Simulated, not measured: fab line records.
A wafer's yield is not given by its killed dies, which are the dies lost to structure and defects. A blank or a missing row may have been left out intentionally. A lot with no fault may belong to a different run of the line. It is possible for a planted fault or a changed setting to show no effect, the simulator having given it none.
Which of the tools did it? ; flow gf180mcu ; 24 lots, 72 wafers sampled, at 5 steps of a route of 602

== WHAT THE GAUGES READ, wafer by wafer ==
GF_M5_CD_MEAS_07 targets a cd of 280 nm. Usual: cdNm 279.6 nm, standard deviation 1.1.
lot;measured;on;cdNm (nm);flag
L074;day 26 06:52;cdSem-01;280.1 280.6 281.5;
L075;day 26 10:01;cdSem-01;278.2 278.6 278.4;
L076;day 26 21:09;cdSem-02;281.2 280.1 279.7;
L077;day 27 15:19;cdSem-01;278.9 278.8 280.0;
L078;day 27 17:57;cdSem-02;279.8 280.3 279.8;
L079;day 28 01:52;cdSem-02;278.8 279.4 279.4;
L080;day 28 07:55;cdSem-02;280.4 279.6 280.1;
L081;day 28 16:21;cdSem-01;279.4 279.0 279.6;
L082;day 28 20:43;cdSem-01;279.9 279.7 280.1;
L083;day 29 00:12;cdSem-01;278.9 279.2 280.0;
L084;day 29 10:09;cdSem-01;280.4 280.4 280.3;
L085;day 29 23:19;cdSem-02;279.0 280.2 278.9;
L086;day 30 05:42;cdSem-01;281.7 281.2 281.3;
L087;day 30 08:20;cdSem-01;277.8 278.4 278.4;
L088;day 30 11:22;cdSem-01;280.5 278.3 278.7;
L089;day 30 22:15;cdSem-01;279.8 279.2 280.0;
L090;day 31 01:10;cdSem-02;280.9 279.9 280.2;
L091;day 31 07:42;cdSem-01;278.8 278.8 279.3;
L092;day 31 17:31;cdSem-02;280.9 280.2 280.2;
L093;day 31 18:12;cdSem-01;279.0 279.1 281.6;
L094;day 32 00:06;cdSem-01;280.2 279.3 278.4;
L095;day 32 08:20;cdSem-02;277.6 276.7 277.4;
L096;day 32 09:34;cdSem-02;280.8 280.6 281.9;
L097;day 32 18:42;cdSem-02;279.3 278.4 279.5;

GF_V5_THK_MEAS_25: measures by xrf. Usual: for V5_W_THK the level is 347 nm and the standard deviation is 5.6.
lot;measured;on;V5_W_THK (nm);flag
L074;day 27 05:55;filmMetro-04;354 356 347;
L075;day 27 08:48;filmMetro-01;354 349 349;
L076;day 27 20:04;filmMetro-02;334 333 335;
L077;day 28 13:29;filmMetro-01;349 349 352;
L078;day 28 16:58;filmMetro-01;345 349 351;
L079;day 28 23:54;filmMetro-01;351 354 356;
L080;day 29 05:29;filmMetro-02;340 345 340;
L081;day 29 14:21;filmMetro-02;345 343 347;
L082;day 29 18:12;filmMetro-02;344 348 343;
L083;day 29 21:38;filmMetro-02;337 338 333;
L084;day 30 07:49;filmMetro-04;354 353 357;
L085;day 30 20:44;filmMetro-01;346 344 349;
L086;day 31 02:41;filmMetro-01;348 347 348;
L087;day 31 04:54;filmMetro-01;350 351 349;
L088;day 31 08:25;filmMetro-01;348 351 348;
L089;day 31 18:46;filmMetro-02;346 350 347;
L090;day 31 22:07;filmMetro-01;348 348 351;
L091;day 32 04:19;filmMetro-02;349 346 347;
L092;day 32 12:17;filmMetro-01;347 345 349;
L093;day 32 13:40;filmMetro-01;351 351 353;
L094;day 32 19:43;filmMetro-01;352 352 354;
L095;day 33 03:11;filmMetro-01;351 355 352;
L096;day 33 04:19;filmMetro-04;353 350 345;
L097;day 33 13:26;filmMetro-02;344 344 342;

== WHICH TOOL RAN EACH LOT (tool, then ch and the chambers of the sampled wafers, then the start) ==
lot;GF_V3_SPUTTER_21;GF_V3_CVD_23;GF_M5_ETCH_09
L074;pvdSputter-03, day 22 10:29;cvdW-02 ch 0,1, day 22 10:35;rieDiel-01 ch 1,3, day 26 07:01
L075;pvdSputter-03, day 22 14:29;cvdW-02 ch 0,1, day 22 14:37;rieDiel-04 ch 0,2,3, day 26 10:07
L076;pvdSputter-01, day 23 03:32;cvdW-01 ch 0,1, day 23 03:38;rieDiel-04 ch 0,3, day 26 21:19
L077;pvdSputter-01, day 23 22:22;cvdW-01 ch 0,1, day 23 22:31;rieDiel-01 ch 1,2,3, day 27 15:25
L078;pvdSputter-01, day 24 02:07;cvdW-02 ch 0,1, day 24 02:13;rieDiel-03 ch 0,1,2, day 27 18:07
L079;pvdSputter-03, day 24 11:05;cvdW-02 ch 0, day 24 11:11;rieDiel-03 ch 0,1,2, day 28 02:01
L080;pvdSputter-01, day 24 16:18;cvdW-01 ch 0,1, day 24 16:24;rieDiel-01 ch 2,3, day 28 08:03
L081;pvdSputter-04, day 25 01:31;cvdW-01 ch 0,1, day 25 01:37;rieDiel-04 ch 0,1,3, day 28 16:31
L082;pvdSputter-03, day 25 07:26;cvdW-02 ch 0,1, day 25 07:32;rieDiel-01 ch 0,1,3, day 28 20:52
L083;pvdSputter-03, day 25 11:08;cvdW-02 ch 1, day 25 11:14;rieDiel-04 ch 0,1,3, day 29 00:22
L084;pvdSputter-04, day 25 21:48;cvdW-01 ch 0, day 25 21:54;rieDiel-03 ch 2,3, day 29 10:18
L085;pvdSputter-01, day 26 13:28;cvdW-02 ch 1, day 26 13:41;rieDiel-01 ch 2,3, day 29 23:24
L086;pvdSputter-03, day 26 18:37;cvdW-01 ch 0,1, day 26 18:43;rieDiel-01 ch 1,3, day 30 05:52
L087;pvdSputter-04, day 26 21:32;cvdW-02 ch 0,1, day 26 21:40;rieDiel-01 ch 1,2, day 30 08:27
L088;pvdSputter-03, day 27 01:48;cvdW-02 ch 0,1, day 27 01:54;rieDiel-01 ch 0,1, day 30 11:31
L089;pvdSputter-03, day 27 14:07;cvdW-02 ch 0,1, day 27 14:13;rieDiel-01 ch 0,2,3, day 30 22:25
L090;pvdSputter-04, day 27 17:31;cvdW-02 ch 0,1, day 27 17:37;rieDiel-01 ch 0,2,3, day 31 01:19
L091;pvdSputter-04, day 27 23:58;cvdW-01 ch 0,1, day 28 00:04;rieDiel-04 ch 0,2,3, day 31 07:50
L092;pvdSputter-03, day 28 11:37;cvdW-01 ch 0,1, day 28 11:43;rieDiel-03 ch 0,3, day 31 17:40
L093;pvdSputter-01, day 28 13:25;cvdW-01 ch 0,1, day 28 13:31;rieDiel-04 ch 0,1, day 31 18:22
L094;pvdSputter-04, day 28 19:06;cvdW-01 ch 0,1, day 28 19:12;rieDiel-04 ch 1,2,3, day 32 00:15
L095;pvdSputter-04, day 29 05:59;cvdW-01 ch 0,1, day 29 06:05;rieDiel-01 ch 0,1, day 32 08:29
L096;pvdSputter-01, day 29 07:47;cvdW-02 ch 0, day 29 07:53;rieDiel-04 ch 0,1,3, day 32 09:43
L097;pvdSputter-01, day 29 14:33;cvdW-01 ch 0,1, day 29 14:39;rieDiel-01 ch 1,2, day 32 18:52
- GF_V3_SPUTTER_21: material Ti, target thk 15 nm, time 80.02 s.
- GF_V3_CVD_23: deposits W, target thk 350 nm, time 104.9 s.
- GF_M5_ETCH_09: etches Si3N4 in CF4/O2, target depth 52 nm, time 11.6 s.

== AS READ BY THE TOOLS THEMSELVES (means over the sampled wafers that have a number; for cases with no such wafer, the mark the record gives instead) ==
GF_V3_SPUTTER_21. Usual: cathodeDcPowerW 2499.9 W, standard deviation 0.46; chamberPressurePa 4.998 Pa, standard deviation 0.01; throttleValvePct 30.0 %, standard deviation 1.2.
lot;tool;cathodeDcPowerW (W);chamberPressurePa (Pa);throttleValvePct (%);flag
L074;pvdSputter-03;2500.0;5.002;29.3;
L075;pvdSputter-03;2499.6;5.002;29.5;
L076;pvdSputter-01;2500.0;5.007;30.8;
L077;pvdSputter-01;2499.9;4.999;30.2;
L078;pvdSputter-01;2500.2;4.999;31.2;
L079;pvdSputter-03;2500.0;5.000;29.5;
L080;pvdSputter-01;2500.0;4.999;29.7;
L081;pvdSputter-04;2500.0;5.005;29.7;
L082;pvdSputter-03;2500.6;4.990;29.4;
L083;pvdSputter-03;2499.9;4.994;29.4;
L084;pvdSputter-04;2499.4;5.002;29.5;
L085;pvdSputter-01;2499.6;4.994;32.2;
L086;pvdSputter-03;2500.0;4.999;29.3;
L087;pvdSputter-04;2499.8;4.996;30.8;
L088;pvdSputter-03;2500.2;4.995;29.4;
L089;pvdSputter-03;2500.3;4.991;29.4;
L090;pvdSputter-04;2499.5;5.004;29.1;
L091;pvdSputter-04;2500.0;4.998;30.5;
L092;pvdSputter-03;2500.6;4.994;29.2;
L093;pvdSputter-01;2499.8;5.002;30.2;
L094;pvdSputter-04;2499.8;4.989;30.0;
L095;pvdSputter-04;2499.3;5.000;29.5;
L096;pvdSputter-01;2499.8;5.000;30.2;
L097;pvdSputter-01;2499.5;4.990;30.2;

GF_V3_CVD_23. Usual: heaterPowerW 807 W, standard deviation 20.
lot;tool;heaterPowerW (W);flag
L074;cvdW-02;826;
L075;cvdW-02;821;
L076;cvdW-01;786;
L077;cvdW-01;780;
L078;cvdW-02;817;
L079;cvdW-02;825;
L080;cvdW-01;789;
L081;cvdW-01;797;
L082;cvdW-02;818;
L083;cvdW-02;817;
L084;cvdW-01;804;
L085;cvdW-02;814;
L086;cvdW-01;794;
L087;cvdW-02;810;
L088;cvdW-02;810;
L089;cvdW-02;814;
L090;cvdW-02;804;
L091;cvdW-01;806;
L092;cvdW-01;793;
L093;cvdW-01;796;
L094;cvdW-01;793;
L095;cvdW-01;800;
L096;cvdW-02;827;
L097;cvdW-01;802;

GF_M5_ETCH_09. Usual: chamberPressureMTorr 150.00 mTorr, standard deviation 0.14; drypumpMotorCurrentA 5.5 A, standard deviation 0.45; oesProductAu 0.995 a.u., standard deviation 0.011; throttleValvePct 5.969 %, standard deviation 0.0092.
lot;tool;chamberPressureMTorr (mTorr);drypumpMotorCurrentA (A);oesProductAu (a.u.);throttleValvePct (%);flag
L074;rieDiel-01;150.07;5.1;0.989;5.961;
L075;rieDiel-04;150.00;5.8;1.002;5.975;
L076;rieDiel-04;150.09;6.0;1.002;5.971;
L077;rieDiel-01;149.98;5.2;0.994;5.969;
L078;rieDiel-03;150.03;5.3;0.993;5.964;
L079;rieDiel-03;150.09;5.3;1.000;5.963;
L080;rieDiel-01;150.02;5.0;0.984;5.974;
L081;rieDiel-04;149.84;6.1;0.986;5.961;
L082;rieDiel-01;150.09;5.1;0.989;5.966;
L083;rieDiel-04;149.98;6.2;1.004;5.972;
L084;rieDiel-03;149.92;5.2;0.997;5.966;
L085;rieDiel-01;150.03;5.2;0.992;5.966;
L086;rieDiel-01;149.97;5.1;0.989;5.968;
L087;rieDiel-01;150.03;5.3;1.004;5.984;
L088;rieDiel-01;149.89;5.3;1.001;5.969;
L089;rieDiel-01;149.94;5.1;0.997;5.959;
L090;rieDiel-01;150.11;5.1;1.001;5.973;
L091;rieDiel-04;150.02;5.8;1.009;5.970;
L092;rieDiel-03;150.05;5.5;0.991;5.974;
L093;rieDiel-04;150.09;6.2;0.989;5.970;
L094;rieDiel-04;149.82;5.9;1.001;5.973;
L095;rieDiel-01;150.03;5.3;0.986;5.969;
L096;rieDiel-04;149.92;6.1;0.996;5.970;
L097;rieDiel-01;149.96;5.4;0.999;5.963;

== THE ANSWER, worked out from the rows above alone ==
Rule: lot off if the mean of its wafers having a number is beyond 3 standard deviations from the usual mean. Also off: a lot with no number at a reading for which 4 or more lots have one. All remaining lots with rows at the step are treated as sound. The gauges are gone through in route order, then the tools' own readings, and for those a lot's mean is taken as printed above. At the first step where some lot is off, the reading lying furthest off is the one used; lots without a number count as furthest.
Across all readings shown, no lot is off: no conclusion can be drawn from this.

== WHAT HAD BEEN PUT IN BY THE SIMULATOR ==
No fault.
